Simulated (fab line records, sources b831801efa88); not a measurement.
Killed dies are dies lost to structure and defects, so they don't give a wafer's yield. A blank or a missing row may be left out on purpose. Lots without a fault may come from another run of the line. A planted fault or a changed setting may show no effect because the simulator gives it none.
Chamber matching | flow gf180mcu | GF_PASSIVATION_ETCH_11 on rie_diel-03: 4 sister chambers
The step etches the open film in CF4/O2, stops on TiN, target depth 2040 nm, time 453.3 s. 4 wafers are shown with their chamber, then 8 later ones without.

WAFERS WITH THEIR CHAMBER
wafer  | chamber | drypump_motor_current_A (A)
L080.5 | 0       | 5.8
L086.3 | 3       | 6.4
L086.6 | 2       | 5.4
L091.1 | 1       | 6.0

WAFERS WITHOUT THEIR CHAMBER
wafer  | drypump_motor_current_A (A)
L091.4 | 5.5
L091.6 | 5.8
L094.1 | 5.5
L094.4 | 6.0
L094.5 | 6.4
L097.2 | 5.8
L097.5 | 5.5
L097.6 | 6.4

WHICH CHAMBER EACH WENT THROUGH
wafer  | from the rows above | in truth
L091.4 | 2                   | 2
L091.6 | 0                   | 0
L094.1 | 2                   | 2
L094.4 | 1                   | 1
L094.5 | 3                   | 3
L097.2 | 0                   | 0
L097.5 | 2                   | 2
L097.6 | 3                   | 3
Placed correctly: 8 of 8. Can't be placed from these rows: 0. Placed wrongly: 0.
How it was worked out, from the rows above alone: a wafer's distance from a chamber is the root of the sum, over the readings, of the square of ((its reading less the chamber's mean) divided by the reading's scatter). The wafer belongs to the nearest chamber; if the next one is less than 2 further off, it can't be placed. A chamber's mean is the mean of its shown wafers. The scatter: with one shown wafer a chamber, the root of the mean of the squares of how far each hidden wafer lies from its nearest shown one.
